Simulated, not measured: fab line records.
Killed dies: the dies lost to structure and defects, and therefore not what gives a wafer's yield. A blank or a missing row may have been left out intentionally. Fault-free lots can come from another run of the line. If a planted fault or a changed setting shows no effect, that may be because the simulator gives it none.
The tool behind it: which one? ; flow sky130 ; 24 lots, 72 wafers sampled, at 5 steps of a route of 708

WHAT EACH GAUGE READ, for each wafer
SKY_CONTACT_OVL_MEAS_15. Usual: for CONTACT_OVL the level is -2 nm and the standard deviation is 5.2.
lot;measured;on;CONTACT_OVL (nm);flag
L074;day 32 07:59;overlay-01;0 -1 -4;
L075;day 32 08:50;overlay-02;-5 0 1;
L076;day 33 10:05;overlay-02;-1 -6 -4;
L077;day 33 10:26;overlay-01;-1 -4 1;
L078;day 33 16:41;overlay-02;-12 -8 -10;
L079;day 33 20:49;overlay-01;-9 -1 -2;
L082;day 34 05:10;overlay-01;-10 -10 -3;
L080;day 34 07:24;overlay-01;-5 -5 4;
L081;day 34 08:32;overlay-02;2 0 -4;
L083;day 34 12:49;overlay-02;-2 5 -1;
L084;day 35 00:14;overlay-01;-2 -3 1;
L086;day 35 11:14;overlay-01;0 2 5;
L085;day 35 13:32;overlay-01;1 -4 -4;
L087;day 35 16:45;overlay-01;5 2 -1;
L088;day 36 04:52;overlay-01;5 4 6;
L089;day 37 09:08;overlay-02;7 8 8;
L091;day 37 09:52;overlay-02;-3 2 -5;
L090;day 37 10:32;overlay-01;2 7 3;
L092;day 37 11:29;overlay-02;-7 -7 1;
L093;day 37 16:58;overlay-01;-6 -4 -3;
L094;day 38 05:07;overlay-02;-9 -10 -13;
L095;day 38 11:07;overlay-01;0 6 4;
L096;day 38 16:19;overlay-02;3 4 0;
L097;day 38 18:19;overlay-02;-8 -3 -6;

SKY_CAPM_THK_MEAS_04: measures by xrf. Usual: for CAPM_TIN_THK the level is 198.3 nm and the standard deviation is 2.3.
lot;measured;on;CAPM_TIN_THK (nm);flag
L074;day 37 02:22;film-metro-03;198.0 199.1 198.3;
L075;day 37 02:41;film-metro-02;195.1 194.3 194.6;
L076;day 38 03:17;film-metro-01;197.0 196.8 197.0;
L077;day 38 03:58;film-metro-02;193.9 191.3 192.2;
L078;day 38 09:05;film-metro-01;197.7 199.5 199.3;
L079;day 38 13:15;film-metro-03;198.5 195.8 198.0;
L082;day 38 21:28;film-metro-03;200.8 199.1 199.2;
L080;day 38 22:37;film-metro-03;197.6 199.9 195.1;
L081;day 39 02:28;film-metro-02;197.2 195.9 197.9;
L083;day 39 03:40;film-metro-01;200.5 197.4 196.2;
L084;day 39 14:43;film-metro-01;202.3 201.0 200.1;
L086;day 40 00:02;film-metro-03;199.2 201.4 197.8;
L085;day 40 03:19;film-metro-01;201.3 204.2 199.1;
L087;day 40 06:11;film-metro-01;197.4 200.0 199.9;
L088;day 40 15:54;film-metro-03;199.5 201.1 200.9;
L089;day 41 18:04;film-metro-03;199.1 197.7 196.3;
L091;day 41 18:41;film-metro-01;197.2 197.2 200.7;
L090;day 41 19:07;film-metro-01;201.7 200.7 199.9;
L092;day 41 19:43;film-metro-01;197.9 197.9 196.9;
L093;day 42 03:53;film-metro-03;198.0 198.4 198.5;
L094;day 42 14:10;film-metro-02;198.4 198.7 198.7;
L095;day 42 22:44;film-metro-01;202.0 201.4 201.2;
L096;day 43 00:43;film-metro-02;198.4 197.8 196.8;
L097;day 43 02:34;film-metro-02;197.3 196.8 196.4;

EACH LOT AND THE TOOL THAT RAN IT (in order: tool; ch and the chambers of the sampled wafers; start)
lot;SKY_VIA1_ETCH_14;SKY_VIA2_ETCH_15;SKY_VIA2_CVD_21
L074;rie-diel-02 ch 0,1,3, day 34 17:46;rie-diel-02 ch 1,2,3, day 37 00:34;cvd-w-02 ch 0,1, day 37 01:17
L075;rie-diel-03 ch 1,2,3, day 34 18:26;rie-diel-03 ch 1,3, day 37 00:41;cvd-w-02 ch 0,1, day 37 01:25
L076;rie-diel-03 ch 2,3, day 35 17:52;rie-diel-02 ch 1,2,3, day 38 00:43;cvd-w-01 ch 0, day 38 01:26
L077;rie-diel-02 ch 0,2,3, day 35 18:59;rie-diel-03 ch 0,1,2, day 38 02:11;cvd-w-02 ch 0,1, day 38 02:54
L078;rie-diel-03 ch 1,2,3, day 36 00:38;rie-diel-01 ch 0,2,3, day 38 07:17;cvd-w-02 ch 0,1, day 38 08:00
L079;rie-diel-04 ch 1,2,3, day 36 05:14;rie-diel-01 ch 1,2, day 38 11:25;cvd-w-02 ch 0,1, day 38 12:10
L082;rie-diel-02 ch 0,1, day 36 13:08;rie-diel-03 ch 0,2, day 38 19:38;cvd-w-02 ch 0,1, day 38 20:23
L080;rie-diel-02 ch 0,2, day 36 14:05;rie-diel-02 ch 0,1, day 38 20:46;cvd-w-02 ch 0,1, day 38 21:34
L081;rie-diel-02 ch 0,1, day 36 15:53;rie-diel-02 ch 0,1,3, day 39 00:37;cvd-w-02 ch 0,1, day 39 01:22
L083;rie-diel-02 ch 0,2, day 36 18:44;rie-diel-01 ch 0,1,3, day 39 01:37;cvd-w-02 ch 0,1, day 39 02:23
L084;rie-diel-03 ch 1,3, day 37 07:20;rie-diel-01 ch 0,2, day 39 12:46;cvd-w-01 ch 0,1, day 39 13:38
L086;rie-diel-03 ch 0,3, day 37 17:23;rie-diel-03 ch 0,2,3, day 39 22:14;cvd-w-01 ch 0, day 39 22:57
L085;rie-diel-03 ch 0,1, day 37 21:15;rie-diel-01 ch 2,3, day 40 01:31;cvd-w-02 ch 0, day 40 02:14
L087;rie-diel-02 ch 0,1,2, day 37 23:50;rie-diel-02 ch 1,2,3, day 40 04:22;cvd-w-02 ch 0,1, day 40 05:06
L088;rie-diel-03 ch 1,2,3, day 38 10:48;rie-diel-03 ch 0,1,2, day 40 14:05;cvd-w-02 ch 0,1, day 40 14:51
L089;rie-diel-03 ch 0,2,3, day 39 13:11;rie-diel-01 ch 0,1,3, day 41 16:16;cvd-w-02 ch 0,1, day 41 16:59
L091;rie-diel-04 ch 0,1,2, day 39 14:26;rie-diel-03 ch 1,2, day 41 16:37;cvd-w-02 ch 0,1, day 41 17:23
L090;rie-diel-03 ch 0,1, day 39 15:05;rie-diel-01 ch 2,3, day 41 17:19;cvd-w-01 ch 0,1, day 41 18:02
L092;rie-diel-02 ch 1,3, day 39 16:42;rie-diel-03 ch 1,2, day 41 17:40;cvd-w-01 ch 0,1, day 41 18:23
L093;rie-diel-02 ch 0,2, day 39 22:50;rie-diel-03 ch 0,2, day 42 01:53;cvd-w-02 ch 0, day 42 02:37
L094;rie-diel-03 ch 0,1,2, day 40 09:29;rie-diel-02 ch 0,1,2, day 42 12:19;cvd-w-01 ch 0,1, day 42 13:04
L095;rie-diel-03 ch 0,1,2, day 40 15:05;rie-diel-01 ch 1,2,3, day 42 20:37;cvd-w-01 ch 0,1, day 42 21:35
L096;rie-diel-03 ch 2,3, day 40 20:05;rie-diel-01 ch 1,2,3, day 42 22:53;cvd-w-02 ch 0,1, day 42 23:38
L097;rie-diel-02 ch 0,1,2, day 40 22:11;rie-diel-03 ch 0,1, day 43 00:44;cvd-w-02 ch 0,1, day 43 01:29
- SKY_VIA1_ETCH_14: etches BARC in N2/H2, stops on SiO2, time 45.9 s, target depth 60 nm.
- SKY_VIA2_ETCH_15: etches SiO2 in C4F8/O2/Ar, stops on TiN, target depth 546 nm, time 84 s.
- SKY_VIA2_CVD_21: deposits W, target thk 420 nm, time 126.4 s.

WHAT THE TOOLS THEMSELVES READ (means of the sampled wafers that have a number; where no wafer has one, the mark that the record gives instead)
SKY_VIA1_ETCH_14. Usual: bias-w 100.0 W, standard deviation 0.31; chamber-pressure-mTorr 29.996 mTorr, standard deviation 0.028; drypump-motor-current-A 6.0 A, standard deviation 0.34; oes-product-au 0.856 a.u., standard deviation 0.005; throttle-valve-pct 13.224 %, standard deviation 0.0095.
lot;tool;bias-w (W);chamber-pressure-mTorr (mTorr);drypump-motor-current-A (A);oes-product-au (a.u.);throttle-valve-pct (%);flag
L074;rie-diel-02;100.2;29.995;5.8;0.854;13.212;
L075;rie-diel-03;100.0;29.984;6.2;0.852;13.216;
L076;rie-diel-03;100.1;29.999;6.1;0.855;13.225;
L077;rie-diel-02;100.3;29.993;5.8;0.853;13.225;
L078;rie-diel-03;100.0;29.978;6.2;0.860;13.226;
L079;rie-diel-04;99.9;29.995;5.9;0.859;13.217;
L082;rie-diel-02;100.4;29.981;5.9;0.855;13.232;
L080;rie-diel-02;99.8;29.966;5.9;0.855;13.223;
L081;rie-diel-02;99.6;29.958;6.1;0.853;13.222;
L083;rie-diel-02;100.0;30.005;6.1;0.856;13.221;
L084;rie-diel-03;100.1;29.988;6.4;0.856;13.224;
L086;rie-diel-03;100.4;29.974;5.8;0.855;13.224;
L085;rie-diel-03;100.1;29.987;6.3;0.852;13.224;
L087;rie-diel-02;99.9;29.984;5.9;0.860;13.225;
L088;rie-diel-03;100.0;30.008;6.2;0.860;13.219;
L089;rie-diel-03;100.0;30.013;6.0;0.858;13.227;
L091;rie-diel-04;99.4;30.004;6.1;0.853;13.219;
L090;rie-diel-03;99.9;30.007;6.3;0.853;13.230;
L092;rie-diel-02;100.0;30.021;5.6;0.858;13.226;
L093;rie-diel-02;99.8;30.026;5.9;0.862;13.221;
L094;rie-diel-03;99.9;30.000;6.3;0.858;13.223;
L095;rie-diel-03;100.0;30.010;6.3;0.855;13.224;
L096;rie-diel-03;100.0;29.991;6.1;0.856;13.230;
L097;rie-diel-02;99.8;29.995;5.9;0.859;13.225;

SKY_VIA2_ETCH_15. Usual: bias-w 1241 W, standard deviation 3.9; chamber-pressure-mTorr 40.00 mTorr, standard deviation 0.039; oes-product-au 0.939 a.u., standard deviation 0.0042.
lot;tool;bias-w (W);chamber-pressure-mTorr (mTorr);oes-product-au (a.u.);flag
L074;rie-diel-02;1241;40.03;0.939;
L075;rie-diel-03;1239;39.99;0.939;
L076;rie-diel-02;1239;40.04;0.940;
L077;rie-diel-03;1244;40.02;0.940;
L078;rie-diel-01;1237;40.00;0.935;
L079;rie-diel-01;1242;40.00;0.937;
L082;rie-diel-03;1241;39.97;0.937;
L080;rie-diel-02;1246;39.95;0.942;
L081;rie-diel-02;1243;40.00;0.942;
L083;rie-diel-01;1240;39.97;0.939;
L084;rie-diel-01;1244;40.00;0.941;
L086;rie-diel-03;1241;40.01;0.939;
L085;rie-diel-01;1242;40.01;0.940;
L087;rie-diel-02;1239;40.00;0.938;
L088;rie-diel-03;1243;40.01;0.940;
L089;rie-diel-01;1242;40.00;0.937;
L091;rie-diel-03;1243;39.97;0.942;
L090;rie-diel-01;1245;39.98;0.938;
L092;rie-diel-03;1242;40.00;0.937;
L093;rie-diel-03;1240;39.99;0.940;
L094;rie-diel-02;1238;40.01;0.937;
L095;rie-diel-01;1241;40.01;0.941;
L096;rie-diel-01;1237;39.98;0.937;
L097;rie-diel-03;1246;40.04;0.935;

SKY_VIA2_CVD_21. Usual: heater-power-w 953 W, standard deviation 120; susceptor-temp-C 400.01 C, standard deviation 0.23.
lot;tool;heater-power-w (W);susceptor-temp-C (C);flag
L074;cvd-w-02;970;400.02;
L075;cvd-w-02;981;400.04;
L076;cvd-w-01;863;399.89;
L077;cvd-w-02;992;400.18;
L078;cvd-w-02;1040;400.12;
L079;cvd-w-02;986;399.93;
L082;cvd-w-02;975;400.13;
L080;cvd-w-02;978;400.04;
L081;cvd-w-02;1032;399.99;
L083;cvd-w-02;975;399.89;
L084;cvd-w-01;824;399.75;
L086;cvd-w-01;781;399.46;
L085;cvd-w-02;1102;400.05;
L087;cvd-w-02;990;399.86;
L088;cvd-w-02;1040;399.70;
L089;cvd-w-02;973;399.99;
L091;cvd-w-02;968;400.09;
L090;cvd-w-01;801;400.21;
L092;cvd-w-01;804;400.23;
L093;cvd-w-02;1100;399.93;
L094;cvd-w-01;788;400.00;
L095;cvd-w-01;823;400.01;
L096;cvd-w-02;982;400.13;
L097;cvd-w-02;987;399.88;

THE ANSWER, worked out from the rows above alone
Rule: a lot counts as off when the mean over its wafers that have a number is more than 3 standard deviations away from the usual mean. Also off: a lot with no number at a reading for which 4 or more lots have one. All remaining lots with rows at the step are treated as sound. The gauges are gone through in route order, then the tools' own readings, and for those a lot's mean is taken as printed above. The first step at which some lot is off is used, and at that step the reading that is off furthest; a lot without a number counts as furthest.
Across all readings shown, no lot is off: no conclusion can be drawn from this.

WHAT THE SIMULATOR PUT IN
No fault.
